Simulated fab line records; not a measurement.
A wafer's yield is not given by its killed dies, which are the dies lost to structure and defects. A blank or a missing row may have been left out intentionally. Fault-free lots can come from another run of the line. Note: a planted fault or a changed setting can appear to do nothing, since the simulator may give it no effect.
A struck lot beside a sound one | flow gf180mcu | 16 steps out of a route of 602
Sound: the wafers L888.2, L888.3, L888.4. Wafers struck: L896.1, L896.3, L896.4. The cause is given at the end.
At each step with rows: each side's tool, then ch and its chambers, then its first start. Under that, the readings that differ: sound wafers | struck wafers | difference of the means | sigmas: that difference in standard deviations of wafers without a fault.
alike: a reading whose means differ by less than 2 such deviations, as well as words and numbers matching on both sides. not compared: withheld readings; readings where some wafer has no value; bounds like >300 that might hide an equal value; numbers whose values overlap and for which the record gives no deviation.
Wherever a step has rows on one side only, a row that says differs or no value, or a row with sigmas, the two part there. Numbers that have no deviation but don't overlap get no sigmas and don't part them. Lack of a reading on every wafer of one side parts them only where that side has two or more wafers.

GF_STI_THK_MEAS_02:
  struck on filmMetro-03, day 4 00:09; sound on filmMetro-02, day 2 07:31
  alike: STI_OXIDATION_THK
then, 1 step without rows for these wafers: GF_STI_CVD_03 (deposits Si3N4 from DCS/NH3, target thk 207.16 nm, time 3551 s).
GF_STI_THK_MEAS_04:
  struck on filmMetro-02, day 4 02:11; sound on filmMetro-03, day 2 09:34
reading             | sound             | struck            | difference | sigmas
STI_CVD_03_THK (nm) | 203.1 202.4 204.0 | 206.6 207.2 207.7 | +4.0       | +2
then, 7 steps without rows for these wafers: GF_STI_DEHYDRATE_05 (time 60 s); GF_STI_HMDS_06 (prime time 60 s); GF_STI_COAT_07 (resist thk 700 nm); GF_STI_SOFTBAKE_08 (time 60 s); GF_STI_EXPOSE_09 (exposes mask COMP, target cd 220 nm); GF_STI_PEB_10 (peb time 90 s); GF_STI_DEVELOP_11 (develop time 60 s).
GF_STI_CD_MEAS_12 targets a cd of 220 nm.
  struck on cdSem-02, day 4 14:50; sound on cdSem-01, day 2 21:12
  alike: cdNm
GF_STI_ETCH_13: etches the open film in CHF3/O2, stops on Si, target depth 282.31 nm, time 112.9 s.
  sound on rieDiel-02 ch 0,1,2, day 2 21:18; struck on rieDiel-02 ch 1,2,3, day 4 14:57
  alike: drypumpMotorCurrentA, oesProductAu, runLengthS, throttleValvePct
  not compared: rfHoursCounterH
GF_STI_ETCH_14: etches Si in HBr/Cl2/O2, target depth 360 nm, time 102.9 s.
  sound on rieSi-02 ch 0,1,3, day 2 21:23; struck on rieSi-02 ch 0,1,3, day 4 15:02
reading                             | sound             | struck            | difference | sigmas
runLengthS (s)                      | 131.6 131.8 131.0 | 99.7 98.8 98.9    | -32.3      | -54
model.STI.featureDepthNm (nm)       | 363.9 361.1 358.6 | 248.2 249.4 247.1 | -113.0     | 
model.etch.depthNm (nm)             | 363.9 361.1 358.6 | 248.2 249.4 247.1 | -113.0     | 
model.KrF_of_STI_COAT_07.thkNm (nm) | 311.4 312 315.6   | 354.1 354.1 352.4 | +40.5      | 
  alike: HBr_flow_sccm, drypumpMotorCurrentA, oesProductAu, throttleValvePct
  not compared: rfHoursCounterH
GF_STI_STRIP_15: strips in O2/N2.
  sound on plasmaAsher-02 ch 0,1, day 2 21:27; struck on plasmaAsher-04 ch 0,1, day 4 15:06
reading                  | sound             | struck            | difference | sigmas
oesProductAu (a.u.)      | 0.383 0.374 0.380 | 0.404 0.401 0.393 | +0.020     | +5
stripTimeToEndpointS (s) | 3.64 3.65 3.69    | 4.07 4.09 4.07    | +0.42      | +10
  alike: drypumpMotorCurrentA, heaterPowerW, n2FlowSccm
  not compared: rfHoursCounterH
then, 1 step without rows for these wafers: GF_STI_CLEAN_16 (cleans in dHF, time 25 s).
-- the record jumps here: 28 days lie between the struck wafers' starts before and after (it left off in module STI and takes up again in module PASSIVATION, whose first step shown is number 602 of the route) --
GF_PASSIVATION_PROBE_99:
  struck on prober-02, day 32 23:14; sound on prober-01, day 30 04:13
reading                             | sound                         | struck                        | difference | sigmas
model.etest.pwellInDnwell.lineOhmUm | 3994 3978 3909                | 3183 3192 3162                | -781       | 
model.etest.ldpmos_10p0.rOnOhmUm    | 1.132e+04 1.122e+04 1.127e+04 | 1.036e+04 1.032e+04 1.039e+04 | -9.133e+02 | 
model.etest.pDrift.rsOhmSq          | 2426 2406 2386                | 1946 1946 1949                | -459       | 
model.etest.pwellInDnwell.rsOhmSq   | 2384 2373 2373                | 1922 1920 1910                | -459       | 
model.etest.ldnmos_10p0.rOnOhmUm    | 3770 3737 3747                | 3325 3292 3337                | -433       | 
model.etest.nDrift.rsOhmSq          | 1129 1114 1114                | 894.9 894.6 899.9             | -222.5     | 
model.etest.nwell.lineOhmUm         | 1176 1184 1167                | 966.4 972.3 957.1             | -210.4     | 
model.etest.nwell.rsOhmSq           | 1019 1006 1017                | 825.5 822.2 817.6             | -192.2     | 

== WHERE THEY PART ==
At GF_STI_THK_MEAS_04 first; at GF_STI_STRIP_15 last (within this record only).

WHY: the cause the simulator had injected
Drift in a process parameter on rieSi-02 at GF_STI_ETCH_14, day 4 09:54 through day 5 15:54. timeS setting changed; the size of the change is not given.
